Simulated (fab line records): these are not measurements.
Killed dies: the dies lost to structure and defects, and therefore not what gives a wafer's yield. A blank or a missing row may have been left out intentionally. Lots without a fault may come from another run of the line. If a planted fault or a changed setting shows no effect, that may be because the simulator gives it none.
Struck lot and sound lot, side by side ; flow gf180mcu ; 16 out of 602 route steps
Sound: the wafers L334.3, L334.4, L334.5. Struck: wafers L336.2, L336.3. The cause is given at the end.
Order at every step that has rows: each side's tool, ch and its chambers, its first start. Under that, the readings that differ: sound wafers ; struck wafers ; difference of the means ; sigmas: that difference in standard deviations of wafers without a fault.
alike: a reading whose means differ by less than 2 such deviations, as well as words and numbers matching on both sides. not compared: withheld readings; readings where some wafer has no value; bounds like >300 that might hide an equal value; numbers whose values overlap and for which the record gives no deviation.
The two part at a step that has a row with sigmas, a row that says differs or no value, or rows on one side only. When numbers do not overlap yet have no deviation, they are printed without sigmas and do not part them. A reading missing from all wafers of one side parts the sides only when that side holds two or more wafers.

GF_M3_SPUTTER_04: material TiN, target thk 50 nm, time 41.7 s.
  sound on pvd_sputter-01 at day 26 22:35; struck on pvd_sputter-01 at day 27 13:32
  alike: chamber_pressure_pa, throttle_valve_pct
GF_M3_RS_MEAS_05: measures by four-point-probe.
  sound on film_metro-04 at day 26 22:40; struck on film_metro-01 at day 27 13:36
  alike: M3_ALCU_RS
GF_M3_THK_MEAS_06: measures by xrf.
  sound on film_metro-04 at day 26 22:46; struck on film_metro-01 at day 27 13:43
  alike: M3_ALCU_THK
then, 7 steps without rows for these wafers: GF_M3_DEHYDRATE_07 (time 60 s); GF_M3_HMDS_08 (prime time 60 s); GF_M3_COAT_09 (resist thk 1000 nm); GF_M3_SOFTBAKE_10 (time 60 s); GF_M3_EXPOSE_11 (exposes mask Metal3, target cd 280 nm); GF_M3_PEB_12 (peb time 90 s); GF_M3_DEVELOP_13 (develop time 60 s).
GF_M3_CD_MEAS_14: the cd target is 280 nm.
  sound on cd_sem-02 at day 27 18:45; struck on cd_sem-01 at day 28 09:53
  alike: cd_nm
GF_M3_OVL_MEAS_15:
  sound on overlay-02 at day 27 18:51; struck on overlay-01 at day 28 09:59
  alike: M3_OVL
GF_M3_METAL_ETCH_16: etches the open film in Cl2/BCl3, stops on SiO2, target depth 750.8 nm, time 125.1 s.
  sound on rie_metal-04 ch 0,1, day 27 18:55; struck on rie_metal-03 ch 1, day 28 10:01
reading;sound;struck;difference;sigmas
oes_product_au (a.u.);0.983 1.003 0.987;0.870 0.871;-0.120;-25
throttle_valve_pct (%);28.234 28.227 28.239;28.362 28.353;+0.124;+13
model.KrF_of_M3_COAT_09.thk_nm (nm);689.9 678 686;756.8 755.3;+71.4;
  alike: drypump_motor_current_A
  not compared: rf_hours_counter_h
GF_M3_STRIP_17: strips in O2/N2.
  sound on plasma_asher-04 ch 0,1, day 27 19:02; struck on plasma_asher-02 ch 0, day 28 10:09
reading;sound;struck;difference;sigmas
oes_product_au (a.u.);0.543 0.539 0.545;0.565 0.562;+0.021;+5
strip_time_to_endpoint_s (s);7.44 7.31 7.38;8.09 8.07;+0.70;+17
  alike: drypump_motor_current_A, heater_power_w, n2_flow_sccm
  not compared: rf_hours_counter_h
then, 1 step without rows for these wafers: GF_M3_STRIP_18 (strips in post etch residue remover, time 1200 s).
-- the record jumps here: 6 days lie between the struck wafers' starts before and after (it left off in module M3 and takes up again in module PASSIVATION, whose first step shown is number 602 of the route) --
GF_PASSIVATION_PROBE_99:
  sound on prober-02 at day 34 04:13; struck on prober-02 at day 34 15:42
  no value came back on the struck wafers for any of 5 readings (model.etest.contact_to_gate.bv_right_v (V), model.etest.contact_to_gate.bv_left_v (V) and others); on the sound wafers model.etest.contact_to_gate.bv_right_v (V) reads 37.34 37.55 36.65
reading;sound;struck;difference;sigmas
model.etest.met4_comb.over_limit;0 0 0;1 1;+1;
model.etest.pmos_3p3.over_limit;0 0 0;1 1;+1;
model.etest.pmos_6p0.short;0 0 0;1 1;+1;

== WHERE THEY PART ==
Earliest at GF_M3_METAL_ETCH_16; latest, in this record, at GF_PASSIVATION_PROBE_99.

WHY: the cause the simulator had injected
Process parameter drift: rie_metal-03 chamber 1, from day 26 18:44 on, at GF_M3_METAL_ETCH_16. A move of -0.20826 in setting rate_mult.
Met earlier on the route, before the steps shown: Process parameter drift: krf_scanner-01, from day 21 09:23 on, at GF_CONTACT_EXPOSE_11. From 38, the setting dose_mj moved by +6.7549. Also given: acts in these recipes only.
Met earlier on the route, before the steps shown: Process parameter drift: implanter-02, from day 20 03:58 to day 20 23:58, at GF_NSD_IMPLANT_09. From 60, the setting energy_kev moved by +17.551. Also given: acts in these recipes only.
